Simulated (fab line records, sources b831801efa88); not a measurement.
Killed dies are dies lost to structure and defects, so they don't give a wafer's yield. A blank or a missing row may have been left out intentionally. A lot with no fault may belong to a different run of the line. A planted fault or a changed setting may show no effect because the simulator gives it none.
fab line records -- flow sky130
record lots=11, wafers=33, last_day=50
route steps=708 shown GATE_OXIDE@200 RES_PROTECT@214 LDD_LDN@293 PAD_OPEN@708
lots that met no fault: from a run of the same line without faults
start_h: hours from the record's first day to the start of the lot's first wafer shown -- wait_h: time in hours since the lot's previous step -- " repeats the value in the row above -- L1.1+2: a row that stands for several wafers -- - either no value or no given start -- * or withheld: withheld -- < > ~ a bound
route shown NAME@n: names a module that has steps shown in the file, with the first one's number in the route -- usual: average and standard deviation across the fault-free wafers -- same: alike in all rows -- chamber/n: place in a boat -- sites: readings site by site -- _std_site: standard deviation across them -- _edge_site: the outer-site mean with the inner-site mean subtracted -- radius_mm: for every site, how far away it sits from the centre of the wafer -- mask NAME#n: copy n -- behind: the tool/chamber that last shaped the wafer -- hold: reason for holding the lot/hours on hold/outcome of the hold -- device: which transistor (n, p or np) failed to switch -- end of line: tests of these same wafers at the route's end -- for a step that has no rows: nothing shown but its recipe -- killed: at the first sort, the dies lost to defects and structure; wafer yield is something else -- map: a wafer's dies, x killed, . not, _ none there
set.NAME: the setting the step ran with; set.NAME@STEP: the setting that earlier step ran with -- model.NAME: the simulator's own value behind a step, which no gauge read
route steps across a sampled set of lots; one table per step, one row per wafer
services: from which hour (start_h, from the record's first day; less than 0 if before it) a tool's chamber was out of use, for how many hours, and why
## steps
# step SKY_GATE_OXIDE_STRIP_13
# recipe chemistry=O2/N2, power_w=1400, pressure_mtorr=1500, platen_temp_c=withheld, o2_flow_sccm=3000, n2_flow_sccm=300, overash_fraction=0.5
# usual drypump_motor_current_A=5.8/0.51, n2_flow_sccm=300.0/0.88, oes_product_au=0.715/0.0049, strip_time_to_endpoint_s=14.18/0.035
lot.wafer,tool,chamber,start_h,wait_h,drypump_motor_current_A,n2_flow_sccm,oes_product_au,rf_hours_counter_h,strip_time_to_endpoint_s
L288.3,plasma_asher-04,1,366.41,0.0,6.2,300.6,0.714,-,14.18
L288.4,plasma_asher-04,0,366.41,0.0,5.3,299.9,0.712,-,14.12
L288.6,plasma_asher-04,1,366.41,0.0,6.2,301.2,0.718,-,14.13
L294.2,plasma_asher-01,0,411.74,0.0,5.6,301.0,0.721,69,14.18
L294.5,plasma_asher-01,0,411.74,0.0,5.6,300.8,0.713,-,14.17
L294.6,plasma_asher-01,1,411.74,0.0,6.5,301.0,0.707,-,14.21
L295.1,plasma_asher-04,1,425.49,0.0,6.3,300.8,0.712,75,14.18
L295.2,plasma_asher-04,0,425.49,0.0,5.4,300.5,0.721,75,14.18
L295.4,plasma_asher-04,1,425.49,0.0,6.3,300.3,0.709,-,14.17
L296.1,plasma_asher-01,1,443.18,0.0,6.5,301.0,0.709,1,14.18
L296.3,plasma_asher-01,0,443.18,0.0,5.6,302.1,0.719,-,14.21
L296.6,plasma_asher-01,1,443.18,0.0,6.4,301.1,0.712,-,14.14
L299.4,plasma_asher-04,1,458.11,0.0,6.3,300.4,0.716,-,14.19
L299.5,plasma_asher-04,1,458.11,0.0,6.2,299.2,0.720,-,14.17
L299.6,plasma_asher-04,0,458.11,0.0,5.3,299.0,0.716,-,14.16
L300.4,plasma_asher-03,1,458.27,0.0,6.0,301.5,0.712,-,14.19
L300.5,plasma_asher-03,1,458.27,0.0,6.0,301.6,0.725,-,14.16
L300.6,plasma_asher-03,0,458.27,0.0,5.0,299.8,0.713,-,14.15
L301.3,plasma_asher-03,1,476.96,0.0,6.0,299.0,0.714,-,14.27
L301.5,plasma_asher-03,0,476.96,0.0,5.0,299.0,0.712,-,14.25
L301.6,plasma_asher-03,1,476.96,0.0,6.0,299.6,0.723,-,14.18
L302.2,plasma_asher-01,1,485.48,0.0,6.4,300.9,0.716,6,14.20
L302.3,plasma_asher-01,1,485.48,0.0,6.4,300.0,0.714,-,14.17
L302.4,plasma_asher-01,0,485.48,0.0,5.6,299.2,0.720,-,14.20
L303.1,plasma_asher-03,1,485.69,0.0,5.9,298.9,0.713,35,14.17
L303.2,plasma_asher-03,0,485.69,0.0,5.0,298.4,0.722,35,14.18
L303.5,plasma_asher-03,1,485.69,0.0,5.9,299.0,0.713,-,14.18
L304.1,plasma_asher-03,0,493.69,0.0,5.0,300.1,0.722,36,14.16
L304.2,plasma_asher-03,1,493.69,0.0,6.0,298.1,0.713,36,14.16
L304.4,plasma_asher-03,0,493.69,0.0,5.0,300.3,0.712,-,14.11
L305.3,plasma_asher-04,0,508.22,0.0,5.3,298.2,0.713,-,14.21
L305.4,plasma_asher-04,1,508.22,0.0,6.2,299.5,0.719,-,14.13
L305.5,plasma_asher-04,1,508.22,0.0,6.3,300.3,0.709,-,14.19
# step SKY_GATE_OXIDE_TW_MEAS_14
# usual GATE_OXIDE_TW=223.4/2.3
lot.wafer,tool,chamber,start_h,wait_h,GATE_OXIDE_TW
L288.3,film_metro-02,-,366.50,0.1,219.5
L288.4,film_metro-02,-,366.50,0.1,220.9
L288.6,film_metro-02,-,366.50,0.1,219.6
L294.2,film_metro-02,-,411.85,0.1,220.8
L294.5,film_metro-02,-,411.85,0.1,219.8
L294.6,film_metro-02,-,411.85,0.1,219.1
L295.1,film_metro-01,-,425.59,0.1,225.2
L295.2,film_metro-01,-,425.59,0.1,223.6
L295.4,film_metro-01,-,425.59,0.1,223.2
L296.1,film_metro-03,-,443.28,0.1,226.0
L296.3,film_metro-03,-,443.28,0.1,227.1
L296.6,film_metro-03,-,443.28,0.1,225.9
L299.4,film_metro-02,-,458.20,0.1,222.8
L299.5,film_metro-02,-,458.20,0.1,222.5
L299.6,film_metro-02,-,458.20,0.1,222.4
L300.4,film_metro-03,-,458.36,0.1,225.8
L300.5,film_metro-03,-,458.36,0.1,226.0
L300.6,film_metro-03,-,458.36,0.1,225.7
L301.3,film_metro-01,-,477.04,0.1,224.7
L301.5,film_metro-01,-,477.04,0.1,224.2
L301.6,film_metro-01,-,477.04,0.1,223.6
L302.2,film_metro-03,-,485.59,0.1,224.2
L302.3,film_metro-03,-,485.59,0.1,225.0
L302.4,film_metro-03,-,485.59,0.1,225.1
L303.1,film_metro-01,-,485.79,0.1,225.6
L303.2,film_metro-01,-,485.79,0.1,224.5
L303.5,film_metro-01,-,485.79,0.1,225.4
L304.1,film_metro-02,-,493.79,0.1,221.0
L304.2,film_metro-02,-,493.79,0.1,220.8
L304.4,film_metro-02,-,493.79,0.1,219.7
L305.3,film_metro-03,-,508.30,0.1,225.7
L305.4,film_metro-03,-,508.30,0.1,226.3
L305.5,film_metro-03,-,508.30,0.1,225.5
# step SKY_RES_PROTECT_STRIP_07
# recipe chemistry=O2/N2, power_w=1400, pressure_mtorr=1500, platen_temp_c=withheld, o2_flow_sccm=3000, n2_flow_sccm=300, overash_fraction=0.5
# usual drypump_motor_current_A=5.9/0.5, n2_flow_sccm=300.0/0.94, oes_product_au=0.518/0.0046, strip_time_to_endpoint_s=23.30/0.043
lot.wafer,tool,chamber,start_h,wait_h,drypump_motor_current_A,n2_flow_sccm,oes_product_au,rf_hours_counter_h,strip_time_to_endpoint_s
L288.3,plasma_asher-01,0,398.80,0.1,5.7,299.2,0.519,-,23.34
L288.4,plasma_asher-01,1,398.80,0.1,6.4,300.3,0.525,-,23.36
L288.6,plasma_asher-01,1,398.80,0.1,6.4,300.9,0.519,-,23.35
L294.2,plasma_asher-04,1,450.12,0.1,6.3,298.9,0.516,78,23.24
L294.5,plasma_asher-04,1,450.12,0.1,6.2,299.4,0.517,-,23.25
L294.6,plasma_asher-04,0,450.12,0.1,5.3,300.0,0.520,-,23.27
L295.1,plasma_asher-01,0,466.49,0.1,5.6,301.3,0.514,3,23.29
L295.2,plasma_asher-01,1,466.49,0.1,6.4,299.8,0.515,3,23.36
L295.4,plasma_asher-01,0,466.49,0.1,5.6,300.1,0.525,-,23.33
L296.1,plasma_asher-04,1,476.49,0.1,6.2,301.4,0.505,80,23.38
L296.3,plasma_asher-04,0,476.49,0.1,5.4,299.1,0.523,-,23.35
L296.6,plasma_asher-04,0,476.49,0.1,5.3,299.5,0.519,-,23.32
L299.4,plasma_asher-04,1,492.07,0.1,6.2,298.5,0.513,-,23.32
L299.5,plasma_asher-04,1,492.07,0.1,6.3,300.1,0.512,-,23.27
L299.6,plasma_asher-04,0,492.07,0.1,5.3,300.1,0.521,-,23.27
L300.4,plasma_asher-01,1,492.73,0.1,6.5,300.7,0.522,-,23.38
L300.5,plasma_asher-01,0,492.73,0.1,5.6,300.1,0.513,-,23.32
L300.6,plasma_asher-01,1,492.73,0.1,6.5,299.0,0.518,-,23.30
L301.3,plasma_asher-02,0,510.68,0.1,5.3,298.0,0.517,-,23.26
L301.5,plasma_asher-02,1,510.68,0.1,6.6,301.4,0.514,-,23.28
L301.6,plasma_asher-02,0,510.68,0.1,5.3,297.2,0.516,-,23.31
L302.2,plasma_asher-04,0,519.49,0.1,5.4,299.6,0.514,84,23.34
L302.3,plasma_asher-04,0,519.49,0.1,5.4,301.1,0.516,-,23.39
L302.4,plasma_asher-04,1,519.49,0.1,6.2,301.1,0.519,-,23.34
L303.1,plasma_asher-01,1,520.39,0.1,6.4,299.0,0.521,9,23.29
L303.2,plasma_asher-01,0,520.39,0.1,5.6,299.6,0.516,9,23.28
L303.5,plasma_asher-01,1,520.39,0.1,6.4,299.6,0.519,-,23.25
L304.1,plasma_asher-04,0,527.54,0.1,5.3,299.9,0.517,85,23.24
L304.2,plasma_asher-04,1,527.54,0.1,6.3,300.1,0.525,85,23.27
L304.4,plasma_asher-04,0,527.54,0.1,5.4,301.7,0.515,-,23.25
L305.3,plasma_asher-01,1,541.17,0.1,6.4,300.4,0.513,-,23.26
L305.4,plasma_asher-01,0,541.17,0.1,5.6,299.7,0.527,-,23.23
L305.5,plasma_asher-01,0,541.17,0.1,5.6,300.5,0.512,-,23.18
# step SKY_LDD_LDN_EXPOSE_04
# recipe mask_id=LDNTM, na=0.6, source_shape=conventional, sigma_outer=0.6, polarization=unpolarized, target_cd_nm=700, dose_mj=140
# usual stage_vel_mm_s=500.03/0.29
lot.wafer,tool,chamber,start_h,wait_h,mask,stage_vel_mm_s
L288.3,iline_stepper-01,0,577.03,-,HVPTM#0,499.98
L288.4,iline_stepper-01,0,577.03,-,HVPTM#0,499.96
L288.6,iline_stepper-01,0,577.03,-,HVPTM#0,500.13
L294.2,iline_stepper-02,0,619.96,-,LDNTM#0,500.17
L294.5,iline_stepper-02,0,619.96,-,LDNTM#0,500.39
L294.6,iline_stepper-02,0,619.96,-,LDNTM#0,500.45
L295.1,iline_stepper-02,0,636.14,-,LDNTM#0,499.97
L295.2,iline_stepper-02,0,636.14,-,LDNTM#0,500.33
L295.4,iline_stepper-02,0,636.14,-,LDNTM#0,499.64
L296.1,iline_stepper-01,0,644.89,-,LDNTM#0,500.36
L296.3,iline_stepper-01,0,644.89,-,LDNTM#0,500.27
L296.6,iline_stepper-01,0,644.89,-,LDNTM#0,500.27
L299.4,iline_stepper-02,0,659.57,-,LDNTM#0,500.18
L299.5,iline_stepper-02,0,659.57,-,LDNTM#0,499.93
L299.6,iline_stepper-02,0,659.57,-,LDNTM#0,500.01
L300.4,iline_stepper-01,0,663.70,-,LDNTM#0,500.00
L300.5,iline_stepper-01,0,663.70,-,LDNTM#0,500.45
L300.6,iline_stepper-01,0,663.70,-,LDNTM#0,499.95
L301.3,iline_stepper-01,0,675.35,-,LDNTM#0,500.26
L301.5,iline_stepper-01,0,675.35,-,LDNTM#0,500.22
L301.6,iline_stepper-01,0,675.35,-,LDNTM#0,500.17
L302.2,iline_stepper-01,0,684.38,-,LDNTM#0,499.75
L302.3,iline_stepper-01,0,684.38,-,LDNTM#0,499.86
L302.4,iline_stepper-01,0,684.38,-,LDNTM#0,500.27
L303.1,iline_stepper-01,0,684.67,-,LDNTM#0,500.12
L303.2,iline_stepper-01,0,684.67,-,LDNTM#0,499.75
L303.5,iline_stepper-01,0,684.67,-,LDNTM#0,499.43
L304.1,iline_stepper-01,0,690.30,-,LDNTM#0,500.68
L304.2,iline_stepper-01,0,690.30,-,LDNTM#0,500.17
L304.4,iline_stepper-01,0,690.30,-,LDNTM#0,500.18
L305.3,iline_stepper-02,0,703.28,-,LDNTM#0,500.02
L305.4,iline_stepper-02,0,703.28,-,LDNTM#0,500.50
L305.5,iline_stepper-02,0,703.28,-,LDNTM#0,499.85
# step SKY_LDD_LDN_OVL_MEAS_07
# usual LDD_LDN_OVL=0.3/1.5
lot.wafer,tool,chamber,start_h,wait_h,LDD_LDN_OVL[nm]
L288.3,overlay-02,-,592.15,0.1,-
L288.4,overlay-02,-,592.15,0.1,-
L288.6,overlay-02,-,592.15,0.1,-
L294.2,overlay-02,-,634.52,0.1,-1.8
L294.5,overlay-02,-,634.52,0.1,0.1
L294.6,overlay-02,-,634.52,0.1,-1.9
L295.1,overlay-01,-,649.97,0.1,-0.2
L295.2,overlay-01,-,649.97,0.1,-1.4
L295.4,overlay-01,-,649.97,0.1,-0.5
L296.1,overlay-02,-,658.69,0.1,0.2
L296.3,overlay-02,-,658.69,0.1,-0.4
L296.6,overlay-02,-,658.69,0.1,0.9
L299.4,overlay-01,-,672.48,0.1,-1.6
L299.5,overlay-01,-,672.48,0.1,-1.4
L299.6,overlay-01,-,672.48,0.1,-1.3
L300.4,overlay-02,-,676.41,0.1,1.7
L300.5,overlay-02,-,676.41,0.1,1.8
L300.6,overlay-02,-,676.41,0.1,3.0
L301.3,overlay-02,-,688.46,0.1,0.6
L301.5,overlay-02,-,688.46,0.1,-1.7
L301.6,overlay-02,-,688.46,0.1,-0.4
L302.2,overlay-01,-,696.90,0.1,2.1
L302.3,overlay-01,-,696.90,0.1,0.6
L302.4,overlay-01,-,696.90,0.1,-0.6
L303.1,overlay-01,-,697.12,0.1,-1.5
L303.2,overlay-01,-,697.12,0.1,-1.4
L303.5,overlay-01,-,697.12,0.1,-1.3
L304.1,overlay-02,-,702.56,0.2,2.4
L304.2,overlay-02,-,702.56,0.2,1.8
L304.4,overlay-02,-,702.56,0.2,1.9
L305.3,overlay-02,-,715.71,0.1,-1.0
L305.4,overlay-02,-,715.71,0.1,-1.7
L305.5,overlay-02,-,715.71,0.1,-2.9
# step SKY_LDD_LDN_TW_MEAS_13
# usual LDD_LDN_TW=1482/15
lot.wafer,tool,chamber,start_h,wait_h,LDD_LDN_TW
L288.3,film_metro-03,-,592.90,0.1,30
L288.4,film_metro-03,-,592.90,0.1,30
L288.6,film_metro-03,-,592.90,0.1,30
L294.2,film_metro-02,-,635.26,0.1,1448
L294.5,film_metro-02,-,635.26,0.1,1457
L294.6,film_metro-02,-,635.26,0.1,1452
L295.1,film_metro-03,-,650.70,0.1,1498
L295.2,film_metro-03,-,650.70,0.1,1496
L295.4,film_metro-03,-,650.70,0.1,1490
L296.1,film_metro-03,-,659.43,0.1,1490
L296.3,film_metro-03,-,659.43,0.1,1489
L296.6,film_metro-03,-,659.43,0.1,1484
L299.4,film_metro-03,-,673.23,0.1,1494
L299.5,film_metro-03,-,673.23,0.1,1488
L299.6,film_metro-03,-,673.23,0.1,1488
L300.4,film_metro-03,-,677.16,0.1,1484
L300.5,film_metro-03,-,677.16,0.1,1499
L300.6,film_metro-03,-,677.16,0.1,1484
L301.3,film_metro-04,-,689.20,0.1,1480
L301.5,film_metro-04,-,689.20,0.1,1493
L301.6,film_metro-04,-,689.20,0.1,1489
L302.2,film_metro-02,-,697.64,0.1,1456
L302.3,film_metro-02,-,697.64,0.1,1460
L302.4,film_metro-02,-,697.64,0.1,1460
L303.1,film_metro-04,-,697.85,0.1,1482
L303.2,film_metro-04,-,697.85,0.1,1486
L303.5,film_metro-04,-,697.85,0.1,1492
L304.1,film_metro-03,-,703.30,0.1,1481
L304.2,film_metro-03,-,703.30,0.1,1483
L304.4,film_metro-03,-,703.30,0.1,1483
L305.3,film_metro-04,-,716.45,0.1,1484
L305.4,film_metro-04,-,716.45,0.1,1482
L305.5,film_metro-04,-,716.45,0.1,1490
# step SKY_PAD_OPEN_PROBE_99
# usual killed_at_M0_to_M3=43/6.8, killed_at_M4_up=2.9/1.7, killed_at_contacts=24/5.4, killed_at_front_end=15/4.8, killed_at_other=0.3/0.57, killed_dies=85/9.4, killed_on_rim=16/4, killed_open=47/7.5, killed_short=38/5.7
# same gross_dies=492, killed_at_back_side=0
lot.wafer,tool,chamber,start_h,wait_h,killed_at_M0_to_M3,killed_at_M4_up,killed_at_contacts,killed_at_front_end,killed_at_other,killed_dies,killed_on_rim,killed_open,killed_short
L288.3,prober-02,-,1112.00,0.2,37,2,23,430,0,492,96,52,40
L288.4,prober-02,-,1112.05,0.2,42,2,22,426,0,492,96,42,33
L288.6,prober-02,-,1112.15,0.2,53,0,18,421,0,492,96,40,43
L294.2,prober-01,-,1147.90,0.1,34,4,23,22,0,83,15,47,36
L294.5,prober-01,-,1148.05,0.2,48,2,21,11,0,82,11,39,43
L294.6,prober-01,-,1148.10,0.2,50,3,31,11,0,95,24,53,42
# killed by level:class
L288.3 LDD_LDN:area_expose=400 CONTACT:geometric_particle:open=13 VIA1:geometric_particle:open=10 FIELD_ISO:geometric_particle:open=7 POLY_GATE:geometric_particle:open=7 FIELD_ISO:geometric_particle:short=6 POLY_GATE:geometric_particle:short=6 METAL1:geometric_particle:short=5
L288.4 LDD_LDN:area_expose=417 VIA1:geometric_particle:open=11 LI_CONTACT:geometric_particle:open=8 CONTACT:geometric_particle:open=7 VIA3:geometric_particle:open=7 POLY_GATE:geometric_particle:short=4 VIA3:geometric_particle:short=4 LOCAL_INTERCONNECT:geometric_particle:short=4
L288.6 LDD_LDN:area_expose=409 VIA1:geometric_particle:open=13 VIA1:geometric_particle:short=10 VIA3:geometric_particle:open=6 METAL1:geometric_particle:short=6 LOCAL_INTERCONNECT:geometric_particle:short=6 LI_CONTACT:geometric_particle:open=5 VIA2:geometric_particle:open=5
L294.2 VIA1:geometric_particle:open=8 LI_CONTACT:geometric_particle:open=7 CONTACT:geometric_particle:open=7 FIELD_ISO:geometric_particle:open=6 POLY_GATE:geometric_particle:open=6 METAL2:geometric_particle:short=6 VIA3:geometric_particle:open=6 FIELD_ISO:geometric_particle:short=5
L294.5 METAL2:geometric_particle:short=10 CONTACT:geometric_particle:open=8 VIA2:geometric_particle:open=8 VIA1:geometric_particle:open=7 VIA3:geometric_particle:open=6 CONTACT:geometric_particle:short=6 VIA3:geometric_particle:short=5 POLY_GATE:geometric_particle:short=4
L294.6 CONTACT:geometric_particle:open=10 LI_CONTACT:geometric_particle:open=9 VIA1:geometric_particle:open=8 VIA2:geometric_particle:open=7 VIA3:geometric_particle:open=7 LOCAL_INTERCONNECT:geometric_particle:short=6 FIELD_ISO:geometric_particle:open=4 METAL3:geometric_particle:short=4
## services
tool,chamber,start_h,hours,kind
iline_stepper-02,-,365.77,4.4,pm
plasma_asher-04,-,365.85,0.3,repair
iline_stepper-01,-,378.94,1.7,pm
plasma_asher-04,-,407.73,1.6,repair
plasma_asher-01,-,421.25,9.0,pm
plasma_asher-01,0,421.25,9.0,vent_cycle
plasma_asher-01,1,421.25,9.0,vent_cycle
plasma_asher-01,0,430.25,-,clean
plasma_asher-01,1,430.25,-,clean
iline_stepper-02,-,474.27,4.8,repair
plasma_asher-01,-,496.61,2.7,repair
iline_stepper-02,-,497.55,1.7,pm
plasma_asher-02,-,506.65,0.4,repair
iline_stepper-01,-,513.02,4.8,repair
plasma_asher-03,-,521.55,1.5,repair
plasma_asher-03,-,556.93,2.8,pm
iline_stepper-01,-,597.12,1.7,pm
iline_stepper-01,-,599.51,21.6,repair
plasma_asher-02,-,610.81,5.7,repair
plasma_asher-01,-,639.51,1.0,repair
plasma_asher-04,-,646.20,2.3,repair
plasma_asher-02,-,658.28,0.7,repair
iline_stepper-02,-,671.05,27.7,repair
plasma_asher-03,-,689.29,3.5,repair
## key
first_sign step=SKY_LDD_LDN_EXPOSE_04, reading=mask, direction=changed
effect step=SKY_LDD_LDN_OVL_MEAS_07, reading=LDD_LDN_OVL, direction=missing
effect step=SKY_LDD_LDN_TW_MEAS_13, reading=LDD_LDN_TW, direction=down, sigmas=99+, usual=1482, struck=30
effect step=SKY_PAD_OPEN_PROBE_99, reading=killed_at_front_end, direction=up, sigmas=85, usual=15, struck=426
more_kills_born_at SKY_LDD_LDN_EXPOSE_04@iline_stepper-01=1226
met_at SKY_LDD_LDN_EXPOSE_04
struck_lots L288
tester_left_out L288
not_acting_at SKY_GATE_OXIDE_STRIP_13,SKY_GATE_OXIDE_TW_MEAS_14,SKY_RES_PROTECT_STRIP_07
fault kind=wrong_mask, tool=any, chamber=-, onset_h=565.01, steps=SKY_LDD_LDN_EXPOSE_04, aux_copy=HVPTM#0, scope=struck_lots_only
# tester_left_out: of these lots the tester's yield and bins aren't shown, on N5 and GAA mostly nor the transistor test; their killed dies are dies lost to structure and defects alone, not to doping, threshold or leakage, so they don't give the yield
